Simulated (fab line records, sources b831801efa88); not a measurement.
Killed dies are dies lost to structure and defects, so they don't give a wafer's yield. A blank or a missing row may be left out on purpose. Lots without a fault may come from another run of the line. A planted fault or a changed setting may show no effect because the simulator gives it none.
A struck lot beside a sound one | flow sky130 | 44 steps out of a route of 708
Sound: wafers L333.3, L333.4, L333.6. Struck: wafers L350.2, L350.6. (L350.1 of the same lot was not struck and is left out.) The cause comes at the end.
At each step with rows: each side's tool, then ch and its chambers, then its first start. Under that, the readings that differ: sound wafers | struck wafers | difference of the means | sigmas: that difference in standard deviations of wafers without a fault.
alike: readings whose means differ by less than 2 such deviations, and words and numbers that are the same on both sides. not compared: withheld readings, readings that some wafer has no value for, bounds like >300 that may hide the same value, and numbers for which the record gives no deviation and whose values overlap.
The two part at a step that has a row with sigmas, a row that says differs or no value, or rows on one side only. Numbers that don't overlap but have no deviation are shown without sigmas and don't part them. A reading that every wafer of one side lacks parts them only if that side has two wafers or more.

first, 8 steps without rows for these wafers: SKY_DNWELL_DEHYDRATE_00 (time 60 s); SKY_DNWELL_HMDS_01 (prime time 60 s); SKY_DNWELL_COAT_02 (resist thk 3000 nm); SKY_DNWELL_SOFTBAKE_03; SKY_DNWELL_EXPOSE_04 (exposes mask DNM, target cd 3000 nm); SKY_DNWELL_PEB_05; SKY_DNWELL_DEVELOP_06 (develop time 60 s); SKY_DNWELL_IMPLANT_07.
SKY_DNWELL_STRIP_08: strips in O2/N2.
  sound on plasma_asher-02 ch 0,1, day 4 05:42; struck on plasma_asher-02 ch 0,1, day 7 17:43
  alike: drypump_motor_current_A, o2_flow_sccm, oes_product_au, strip_time_to_endpoint_s
  not compared: rf_hours_counter_h
SKY_DNWELL_TW_MEAS_09:
  sound on film_metro-03, day 4 05:47; struck on film_metro-01, day 7 17:49
  alike: DNWELL_TW
then, 2 steps without rows for these wafers: SKY_PWDE_DEHYDRATE_00 (time 60 s); SKY_PWDE_HMDS_01 (prime time 60 s).
SKY_PWDE_COAT_02: resist thk 3000 nm.
  sound on litho_track-03 ch 0, day 4 13:58; struck on litho_track-04 ch 0, day 8 04:04
  reading                                | sound          | struck      | difference | sigmas
  model.coat_of_PWDE_COAT_02.thk_nm (nm) | 3010 3013 3011 | 513.2 513.7 | -2497.9    |
  alike: dispense_pressure_kPa, spin_speed_rpm
then, 3 steps without rows for these wafers: SKY_PWDE_SOFTBAKE_03; SKY_PWDE_EXPOSE_04 (exposes mask PWDEM, target cd 840 nm); SKY_PWDE_PEB_05.
SKY_PWDE_DEVELOP_06: develop time 60 s.
  sound on litho_track-04 ch 0; struck on litho_track-01 ch 0
  reading                                | sound          | struck      | difference | sigmas
  model.coat_of_PWDE_COAT_02.thk_nm (nm) | 3006 3009 3007 | 508.9 509.4 | -2498.2    |
SKY_PWDE_OVL_MEAS_07:
  sound on overlay-01, day 4 22:53; struck on overlay-01, day 8 13:52
  alike: PWDE_OVL
then, 1 step without rows for these wafers: SKY_PWDE_IMPLANT_08.
SKY_PWDE_STRIP_09: strips in O2/N2.
  sound on plasma_asher-01 ch 0,1, day 4 23:05; struck on plasma_asher-02 ch 1, day 8 14:03
  reading                      | sound             | struck      | difference | sigmas
  oes_product_au (a.u.)        | 0.725 0.722 0.726 | 0.541 0.539 | -0.184     | -38
  strip_time_to_endpoint_s (s) | 37.03 37.07 37.03 | 7.23 7.25   | -29.80     | -99 or more
  alike: drypump_motor_current_A, o2_flow_sccm
  not compared: rf_hours_counter_h
SKY_PWDE_TW_MEAS_10:
  sound on film_metro-03, day 4 23:11; struck on film_metro-03, day 8 14:09
  alike: PWDE_TW
then, 7 steps without rows for these wafers: SKY_NWELL_DEHYDRATE_03 (time 60 s); SKY_NWELL_HMDS_04 (prime time 60 s); SKY_NWELL_COAT_05 (resist thk 3000 nm); SKY_NWELL_SOFTBAKE_06; SKY_NWELL_EXPOSE_07 (exposes mask NWM, target cd 840 nm); SKY_NWELL_PEB_08; SKY_NWELL_DEVELOP_09 (develop time 60 s).
SKY_NWELL_OVL_MEAS_10:
  sound on overlay-02, day 5 17:47; struck on overlay-01, day 9 11:31
  alike: NWELL_00_OVL
then, 3 steps without rows for these wafers: SKY_NWELL_IMPLANT_11; SKY_NWELL_IMPLANT_12; SKY_NWELL_IMPLANT_13.
SKY_NWELL_STRIP_14: strips in O2/N2.
  sound on plasma_asher-04 ch 0,1, day 5 18:17; struck on plasma_asher-01 ch 0,1, day 9 12:00
  alike: drypump_motor_current_A, o2_flow_sccm, oes_product_au, strip_time_to_endpoint_s
  not compared: rf_hours_counter_h
SKY_NWELL_TW_MEAS_15:
  sound on film_metro-03, day 5 18:23; struck on film_metro-01, day 9 12:06
  alike: NWELL_TW
then, 7 steps without rows for these wafers: SKY_NWELL_DEHYDRATE_16 (time 60 s); SKY_NWELL_HMDS_17 (prime time 60 s); SKY_NWELL_COAT_18 (resist thk 3000 nm); SKY_NWELL_SOFTBAKE_19; SKY_NWELL_EXPOSE_20 (exposes mask NWM COMPLEMENT, target cd 840 nm); SKY_NWELL_PEB_21; SKY_NWELL_DEVELOP_22 (develop time 60 s).
SKY_NWELL_OVL_MEAS_23:
  sound on overlay-01, day 6 12:53; struck on overlay-02, day 10 09:40
  alike: NWELL_01_OVL
SKY_NWELL_TW_MEAS_26:
  sound on film_metro-03, day 6 13:10; struck on film_metro-02, day 10 09:57
  reading    | sound       | struck  | difference | sigmas
  NWELL_2_TW | 499 498 496 | 526 526 | +28        | +9
-- the record jumps here: 40 days lie between the struck wafers' starts before and after (it left off in module NWELL and takes up again in module PAD_OPEN, whose first step shown is number 708 of the route) --
SKY_PAD_OPEN_PROBE_99:
  sound on prober-01, day 47 06:38; struck on prober-01, day 50 16:13
  reading             | sound     | struck  | difference | sigmas
  killed_at_front_end | 23 16 14  | 425 415 | +402       | +99 or more
  killed_dies         | 104 91 92 | 492 492 | +396       | +47
  killed_on_rim       | 22 17 25  | 96 96   | +75        | +19
  alike: killed_at_M0_to_M3, killed_at_M4_up, killed_at_contacts, killed_at_other, killed_open, killed_short

WHERE THEY PART
First at SKY_PWDE_STRIP_09; last, within this record, at SKY_PAD_OPEN_PROBE_99.

WHY: what the simulator had put in
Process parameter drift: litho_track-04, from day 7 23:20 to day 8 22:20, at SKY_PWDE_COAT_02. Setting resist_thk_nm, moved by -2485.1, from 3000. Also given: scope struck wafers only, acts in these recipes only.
